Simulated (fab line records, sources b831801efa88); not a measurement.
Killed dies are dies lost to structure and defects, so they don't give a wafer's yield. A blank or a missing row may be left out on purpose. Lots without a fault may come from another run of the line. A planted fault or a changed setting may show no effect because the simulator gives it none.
fab line records | flow gf180mcu
record lots=12 wafers=36 last_day=34
route steps=602 shown V3@445 M4@460 V4@487
lots that met no fault: from a run of the same line without faults
start_h: hours from the record's first day to the start of the lot's first wafer shown | wait_h: hours since the lot's step before | " the same as in the row above | L1.1+2: a row that stands for several wafers | - no value, or no start given | * or withheld: withheld | < > ~ a bound
route shown NAME@n: a module of which the file shows steps, and the number in the route of the first | usual: mean/standard deviation of fault-free wafers | same: alike in all rows | chamber/n: place in a boat | sites: the reading at each site | _std_site: their standard deviation | _edge_site: outer sites' mean less inner sites' | radius_mm: how far each site lies from the wafer's centre | mask NAME#n: copy n | behind: the tool/chamber that last shaped the wafer | hold: why the lot was held/for how many hours/how that ended | device: the transistor (n, p or np) that didn't switch | end of line: the same wafers' tests at the end of the route | a step without rows: its recipe alone | killed: dies lost to structure and defects at the first sort, not the wafer's yield | map: a wafer's dies, x killed, . not, _ none there
set.NAME: the setting as run; set.NAME@STEP: as run at that earlier step | model.NAME: the simulator's own value behind a step, which no gauge read
steps of the route over a sample of lots; a table a step, a row a wafer
services: from which hour (start_h, from the record's first day; less than 0 if before it) a tool's chamber was out of use, for how many hours, and why
## steps
# step GF_V3_ETCH_16
# recipe chemistry=N2/H2 target_depth_a=withheld overetch_a=withheld time_s=withheld target=BARC ion_energy_ev=200 source_w=500 bias_w=100 pressure_mtorr=30 n2_flow_sccm=100 h2_flow_sccm=200
# usual drypump_motor_current_A=5.7/0.59 oes_product_au=0.856/0.0051 rf_fwd_power_W=495.2/1.7 throttle_valve_pct=13.224/0.009
# columns lot.wafer tool chamber start_h wait_h drypump_motor_current_A oes_product_au rf_fwd_power_W throttle_valve_pct
L179.2 rie_diel-03 0 516.79 0.0 6.7 0.852 498.5 13.232
L179.3 " 1 " " 4.8 0.851 494.8 13.230
L179.4 " 3 " " 5.7 0.855 494.1 13.226
L180.3 rie_diel-02 3 526.29 0.0 5.4 0.865 492.6 13.229
L180.5 " 0 " " 6.3 0.856 492.9 13.228
L180.6 " 3 " " 5.4 0.854 492.9 13.236
L183.3 rie_diel-03 2 553.49 0.0 5.4 0.849 493.5 13.237
L183.4 " 0 " " 6.7 0.856 496.8 13.227
L183.6 " 1 " " 4.7 0.860 494.5 13.220
L184.2 rie_diel-03 0 562.49 0.0 6.7 0.859 492.9 13.237
L184.3 " 2 " " 5.3 0.855 495.1 13.228
L184.5 " 0 " " 6.7 0.857 495.7 13.217
L186.2 rie_diel-01 3 571.68 0.0 6.1 0.852 493.9 13.222
L186.3 " 2 " " 5.8 0.861 496.8 13.238
L186.4 " 0 " " 5.3 0.847 495.3 13.231
L187.1 rie_diel-02 3 583.73 0.0 5.4 0.856 492.4 13.212
L187.2 " 1 " " 5.8 0.858 494.8 13.223
L187.6 " 0 " " 6.3 0.865 495.8 13.217
L188.2 rie_diel-03 1 594.94 0.0 4.7 0.857 496.2 13.225
L188.5 " 3 " " 5.7 0.858 496.4 13.227
L188.6 " 2 " " 5.3 0.855 495.3 13.231
L189.2 rie_diel-02 0 600.16 0.0 6.3 0.862 494.5 13.238
L189.5 " 3 " " 5.4 0.861 495.4 13.230
L189.6 " 0 " " 6.3 0.858 495.0 13.215
L190.1 rie_diel-01 3 613.09 0.0 6.1 0.852 493.2 13.225
L190.2 " 2 " " 5.8 0.854 494.0 13.219
L190.6 " 2 " " 5.8 0.851 493.9 13.225
L195.1 rie_diel-02 3 646.94 0.0 5.4 0.852 492.5 13.228
L195.3 " 2 " " 6.4 0.858 495.4 13.241
L195.6 " 1 " " 5.8 0.859 495.2 13.221
L201.1 rie_diel-01 0 681.29 0.0 5.3 0.854 498.3 13.216
L201.3 " 1 " " 4.7 0.846 494.9 13.216
L201.6 " 0 " " 5.3 0.853 498.8 13.222
L202.1 rie_diel-01 0 691.09 0.0 5.3 0.857 495.8 13.228
L202.2 " 1 " " 4.7 0.855 494.1 13.210
L202.4 " 0 " " 5.3 0.864 495.0 13.247
# step GF_M4_SPUTTER_04
# recipe material=TiN target_thk_nm=50 power_w=6500 time_s=41.7 chamber_pressure_pa=0.4
# usual throttle_valve_pct=30.5/1.4
# columns lot.wafer tool chamber start_h wait_h throttle_valve_pct
L179.2 pvd_sputter-04 - 518.35 0.0 30.2
L179.3 " - " " 31.4
L179.4 " - " " 27.8
L180.3 pvd_sputter-04 - 527.83 0.0 30.1
L180.5 " - " " 32.2
L180.6 " - " " 27.6
L183.3 pvd_sputter-04 - 555.03 0.0 30.1
L183.4 " - " " 31.2
L183.6 " - " " 30.2
L184.2 pvd_sputter-02 - 564.02 0.0 31.9
L184.3 " - " " 31.2
L184.5 " - " " 31.5
L186.2 pvd_sputter-02 - 573.64 0.0 30.7
L186.3 " - " " 32.1
L186.4 " - " " 29.1
L187.1 pvd_sputter-04 - 585.41 0.0 31.3
L187.2 " - " " 27.8
L187.6 " - " " 31.0
L188.2 pvd_sputter-03 - 596.90 0.0 30.5
L188.5 " - " " 29.9
L188.6 " - " " 31.6
L189.2 pvd_sputter-03 - 601.79 0.0 30.2
L189.5 " - " " 30.2
L189.6 " - " " 30.6
L190.1 pvd_sputter-02 - 614.67 0.0 30.7
L190.2 " - " " 32.2
L190.6 " - " " 31.3
L195.1 pvd_sputter-04 - 648.98 0.0 27.8
L195.3 " - " " 32.2
L195.6 " - " " 30.6
L201.1 pvd_sputter-02 - 682.93 0.0 29.0
L201.3 " - " " 31.4
L201.6 " - " " 32.2
L202.1 pvd_sputter-04 - 692.63 0.0 32.0
L202.2 " - " " 31.3
L202.4 " - " " 27.6
# step GF_V4_EXPOSE_11
# recipe mask_id=Via4 target_cd_nm=260 na=0.68 source_shape=conventional sigma_outer=0.6 dose_mj=38
# same sigma_outer=0.6
# columns lot.wafer tool chamber start_h wait_h mask
L179.2+3+4 krf_scanner-01 0 554.10 - Via4#0
L180.3+5+6 krf_scanner-01 0 563.14 - Via4#0
L183.3+4+6 krf_scanner-01 0 590.08 - Via4#0
L184.2+3+5 krf_scanner-02 0 598.58 - Via4#0
L186.2+3+4 krf_scanner-02 0 606.93 - Via4#0
L187.1+2+6 krf_scanner-02 0 618.02 - Via4#0
L188.2+5+6 krf_scanner-02 0 629.95 - Via4#0
L189.2+5+6 krf_scanner-02 0 635.35 - Via4#0
L190.1+2+6 krf_scanner-02 0 646.67 - Via4#0
L195.1+3+6 krf_scanner-01 0 679.28 - Via4#0
L201.1+3+6 krf_scanner-01 0 712.58 - Via4#0
L202.1+2+4 krf_scanner-01 0 721.64 - Via4#0
# step GF_V4_OVL_MEAS_15
# usual V4_OVL=-3/4.6
# columns lot.wafer tool chamber start_h wait_h V4_OVL[nm]
L179.2 overlay-01 - 565.39 0.1 -2
L179.3 " - " " -3
L179.4 " - " " 5
L180.3 overlay-02 - 574.01 0.1 -4
L180.5 " - " " -6
L180.6 " - " " 1
L183.3 overlay-02 - 600.02 0.1 4
L183.4 " - " " 2
L183.6 " - " " -7
L184.2 overlay-02 - 608.89 0.1 -8
L184.3 " - " " -10
L184.5 " - " " -7
L186.2 overlay-01 - 617.26 0.1 -3
L186.3 " - " " -7
L186.4 " - " " -5
L187.1 overlay-01 - 627.99 0.1 66
L187.2 " - " " 64
L187.6 " - " " 67
L188.2 overlay-02 - 639.79 0.1 64
L188.5 " - " " 66
L188.6 " - " " 72
L189.2 overlay-01 - 644.91 0.1 54
L189.5 " - " " 58
L189.6 " - " " 60
L190.1 overlay-01 - 656.55 0.1 76
L190.2 " - " " 74
L190.6 " - " " 72
L195.1 overlay-02 - 688.25 0.1 -9
L195.3 " - " " -2
L195.6 " - " " -2
L201.1 overlay-02 - 721.95 0.1 -4
L201.3 " - " " -4
L201.6 " - " " 0
L202.1 overlay-01 - 730.36 0.1 -7
L202.2 " - " " -7
L202.4 " - " " -5
# step GF_V4_CMP_26
# recipe stop_on=SiO2 down_force_psi=3.5 platen_rpm=60 t_overpolish_s=15 target_thk_nm=0 pad_velocity_m_s=0.94248
# usual motor_current_A=10.8/1.1 overpolish_run_s=14.999/0.0095 time_to_endpoint_s=86/3.7
# columns lot.wafer tool chamber start_h wait_h motor_current_A overpolish_run_s time_to_endpoint_s
L179.2 cmp-02 0 566.48 0.0 10.8 15.003 81
L179.4 " 2 " " 10.2 14.994 93
L179.3 " 3 " " 12.4 15.004 82
L180.3 cmp-02 1 575.28 0.2 9.3 14.999 84
L180.6 " 3 " " 11.1 14.995 83
L180.5 " 0 " " 10.2 14.997 84
L183.4 cmp-02 1 601.13 0.0 9.4 15.018 87
L183.3 " 2 " " 11.0 14.992 93
L183.6 " 1 " " 9.1 15.003 87
L184.3 cmp-01 3 610.08 0.1 11.4 15.000 85
L184.2 " 0 " " 11.5 14.996 86
L184.5 " 2 " " 9.8 14.988 83
L186.3 cmp-02 3 618.40 0.1 11.3 14.997 87
L186.4 " 0 " " 10.5 15.003 87
L186.2 " 1 " " 9.1 15.000 89
L187.1 cmp-02 2 629.13 0.1 11.1 15.006 90
L187.2 " 3 " " 11.3 14.984 86
L187.6 " 1 " " 9.7 14.995 84
L188.2 cmp-01 3 640.88 0.0 11.3 15.014 83
L188.6 " 3 " " 11.2 14.996 88
L188.5 " 0 " " 10.9 14.990 87
L189.2 cmp-01 1 646.18 0.2 12.8 15.009 93
L189.6 " 2 " " 9.6 14.994 84
L189.5 " 3 " " 11.5 14.995 88
L190.1 cmp-02 0 657.73 0.1 10.7 15.012 78
L190.2 " 1 " " 9.5 14.987 83
L190.6 " 0 " " 10.3 15.002 80
L195.1 cmp-01 3 689.40 0.1 11.2 15.000 78
L195.3 " 0 " " 11.4 14.993 78
L195.6 " 2 " " 9.6 14.996 85
L201.3 cmp-01 3 723.14 0.1 10.6 15.019 82
L201.1 " 0 " " 11.6 15.011 82
L201.6 " 1 " " 13.1 15.008 87
L202.2 cmp-01 3 731.51 0.0 11.6 14.993 85
L202.1 " 1 " " 13.7 14.995 88
L202.4 " 2 " " 9.4 14.995 83
## services
# columns tool chamber start_h hours kind
rie_diel-02 1 493.25 10.6 repair
krf_scanner-02 - 494.02 3.6 pm
krf_scanner-02 - 497.58 1.3 pm
krf_scanner-02 - 498.57 1.3 repair
cmp-01 - 516.56 1.1 repair
krf_scanner-01 - 517.69 1.0 pm
pvd_sputter-02 - 525.37 2.5 repair
krf_scanner-01 - 531.58 0.4 repair
krf_scanner-01 - 543.84 0.8 pm
krf_scanner-02 - 547.76 30.2 repair
cmp-01 - 572.24 4.0 pm
cmp-02 - 575.86 2.2 repair
krf_scanner-01 - 577.95 3.6 pm
krf_scanner-01 - 581.51 1.3 pm
krf_scanner-02 - 603.61 1.0 pm
cmp-01 - 662.55 20.0 pm
krf_scanner-01 - 668.22 0.7 repair
krf_scanner-02 - 671.56 1.3 pm
krf_scanner-02 - 682.34 4.4 pm
krf_scanner-01 - 686.71 1.0 pm
pvd_sputter-04 - 695.28 1.6 repair
cmp-01 - 708.03 6.6 pm
krf_scanner-01 - 712.70 0.8 pm
krf_scanner-01 - 724.75 4.0 pm
## key
first_sign step=GF_V4_OVL_MEAS_15 reading=V4_OVL direction=up sigmas=15 usual=-3 struck=66
effect none on later readings
met_at GF_V4_EXPOSE_11
struck_lots L187,L188,L189,L190
not_acting_at GF_V3_ETCH_16,GF_M4_SPUTTER_04,GF_V4_CMP_26
onset_between 606.93 618.02
fault kind=scanner_matching_overlay tool=krf_scanner-02 chamber=- onset_h=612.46 steps=GF_V4_EXPOSE_11 offset=70.467
